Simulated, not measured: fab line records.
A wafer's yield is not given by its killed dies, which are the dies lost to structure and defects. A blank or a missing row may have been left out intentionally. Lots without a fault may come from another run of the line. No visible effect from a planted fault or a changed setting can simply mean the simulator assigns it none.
Comparing a struck lot with a sound one	flow sky130	14 out of 708 route steps
Sound: the wafers L209.2, L209.3, L209.6. Wafers L215.1, L215.4, L215.5 were the ones struck. Last of all comes the cause.
Order at every step that has rows: each side's tool, ch and its chambers, its first start. Under that, the readings that differ: sound wafers	struck wafers	difference of the means	sigmas: that difference in standard deviations of wafers without a fault.
alike: readings whose means differ by less than 2 such deviations, and words and numbers that are the same on both sides. not compared: withheld readings, readings that some wafer has no value for, bounds like >300 that may hide the same value, and numbers for which the record gives no deviation and whose values overlap.
Wherever a step has rows on one side only, a row that says differs or no value, or a row with sigmas, the two part there. When numbers do not overlap yet have no deviation, they are printed without sigmas and do not part them. Lack of a reading on every wafer of one side parts them only where that side has two or more wafers.

first, 4 steps without rows for these wafers: SKY_LDD_N_IMPLANT_12; SKY_LDD_N_IMPLANT_13; SKY_LDD_N_IMPLANT_14; SKY_LDD_N_IMPLANT_15.
SKY_LDD_N_STRIP_16: strips in O2/N2.
  sound on plasma-asher-03 ch 0,1, day 20 12:19; struck on plasma-asher-02 ch 0,1, day 22 11:08
  alike: drypump-motor-current-A, oes-product-au, strip-time-to-endpoint-s
  not compared: rf-hours-counter-h
SKY_LDD_N_TW_MEAS_17:
  sound on film-metro-02 at day 20 12:26; struck on film-metro-02 at day 22 11:14
  alike: LDD_N_TW
then, 6 steps without rows for these wafers: SKY_LDD_P_DEHYDRATE_00 (time 60 s); SKY_LDD_P_HMDS_01 (prime time 60 s); SKY_LDD_P_COAT_02 (resist thk 1140 nm); SKY_LDD_P_SOFTBAKE_03 (time 60 s); SKY_LDD_P_EXPOSE_04 (exposes mask PSDM, target cd 380 nm); SKY_LDD_P_PEB_05.
SKY_LDD_P_DEVELOP_06: develop time 60 s.
  struck on litho-track-01, day 23 17:01; sound on litho-track-03 ch 0, day 21 18:43
  no value came back on the struck wafers for chill-plate-temp-C (C), develop-time-s (s), resist-line-temp-C (C); on the sound wafers chill-plate-temp-C (C) reads 23.07 23.13 23.02
SKY_LDD_P_CD_MEAS_07: target cd 380 nm.
  sound on cd-sem-02 at day 21 18:52; struck on cd-sem-02 at day 23 17:10
reading	sound	struck	difference	sigmas
cd-nm (nm)	378.9 378.7 379.1	- - -	no value on the struck wafers	

== WHERE THEY PART ==
Last at SKY_LDD_P_CD_MEAS_07 as far as this record goes, first at SKY_LDD_P_DEVELOP_06.

WHY: what the simulator had put in
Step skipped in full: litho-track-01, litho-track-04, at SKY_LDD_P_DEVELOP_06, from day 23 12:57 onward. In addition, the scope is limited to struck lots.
